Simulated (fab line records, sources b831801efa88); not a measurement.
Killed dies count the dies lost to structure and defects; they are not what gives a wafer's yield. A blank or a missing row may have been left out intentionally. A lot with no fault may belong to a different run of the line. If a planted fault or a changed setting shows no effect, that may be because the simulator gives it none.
Which tool did it? || flow sky130 || 6 lots with 18 wafers sampled at 3 steps, on a route of 708 steps

## WHAT THE GAUGES SHOWED, per wafer
SKY_LDD_HVN_TW_MEAS_10.
{"lot": "L587", "measured": "day 21 15:44", "on": "film_metro-03", "LDD_HVN_TW": "1429 1444 1439"}
{"lot": "L590", "measured": "day 22 18:46", "on": "film_metro-03", "LDD_HVN_TW": "1433 1438 1438"}
{"lot": "L594", "measured": "day 24 07:16", "on": "film_metro-03", "LDD_HVN_TW": "1328 1315 1332"}
{"lot": "L596", "measured": "day 24 13:13", "on": "film_metro-01", "LDD_HVN_TW": "1302 1301 1293"}
{"lot": "L602", "measured": "day 27 18:56", "on": "film_metro-03", "LDD_HVN_TW": "1460 1456 1460"}
{"lot": "L606", "measured": "day 28 09:41", "on": "film_metro-02", "LDD_HVN_TW": "1470 1475 1472"}

## EACH LOT AND THE TOOL THAT RAN IT (in order: tool; ch and the chambers of the sampled wafers; start)
{"lot": "L587", "SKY_POLY_GATE_ETCH_17": "rie_si-01 ch 0,2, day 17 16:35", "SKY_LDD_HVN_IMPLANT_08": "implanter-04 ch 0, day 21 15:30"}
{"lot": "L590", "SKY_POLY_GATE_ETCH_17": "rie_si-01 ch 1,2,3, day 18 20:14", "SKY_LDD_HVN_IMPLANT_08": "implanter-04 ch 0, day 22 18:31"}
{"lot": "L594", "SKY_POLY_GATE_ETCH_17": "rie_si-02 ch 0,2,3, day 20 08:58", "SKY_LDD_HVN_IMPLANT_08": "implanter-03 ch 0, day 24 07:01"}
{"lot": "L596", "SKY_POLY_GATE_ETCH_17": "rie_si-01 ch 1,3, day 20 14:16", "SKY_LDD_HVN_IMPLANT_08": "implanter-03 ch 0, day 24 12:58"}
{"lot": "L602", "SKY_POLY_GATE_ETCH_17": "rie_si-02 ch 2,3, day 24 00:47", "SKY_LDD_HVN_IMPLANT_08": "implanter-03 ch 0, day 27 18:41"}
{"lot": "L606", "SKY_POLY_GATE_ETCH_17": "rie_si-01 ch 1,2,3, day 24 14:49", "SKY_LDD_HVN_IMPLANT_08": "implanter-04 ch 0, day 28 09:28"}
- SKY_POLY_GATE_ETCH_17: etches poly-Si in HBr/Cl2, stops on SiO2, target depth 180 nm, time 70.5 s.
- SKY_LDD_HVN_IMPLANT_08

## THE ANSWER, worked out from the rows above alone
Rule: usual is defined by the lots themselves. Put in order of their means at a reading, lots are off if they are a third of the lots or fewer, leave a main group of 4 or more, and stand apart from it by a gap of 3 or more times the standard deviation of the main group's means; of several such gaps the widest counts. Not used: any main group whose means are identical at the precision the tables above print for the reading. Also off: a lot with no number at a reading for which 4 or more lots have one. All remaining lots with rows at the step are treated as sound.
Off: L594, L596, at SKY_LDD_HVN_TW_MEAS_10 (LDD_HVN_TW). Main group: mean 1451, sd 15.
A tool fits if, at a process step before that reading, it ran every lot that is off, and no sound lot after the first of them. The gauges at SKY_LDD_HVN_TW_MEAS_10 are tried like those tools. Of those tried, none fits.

## WHAT THE SIMULATOR HAD INSERTED
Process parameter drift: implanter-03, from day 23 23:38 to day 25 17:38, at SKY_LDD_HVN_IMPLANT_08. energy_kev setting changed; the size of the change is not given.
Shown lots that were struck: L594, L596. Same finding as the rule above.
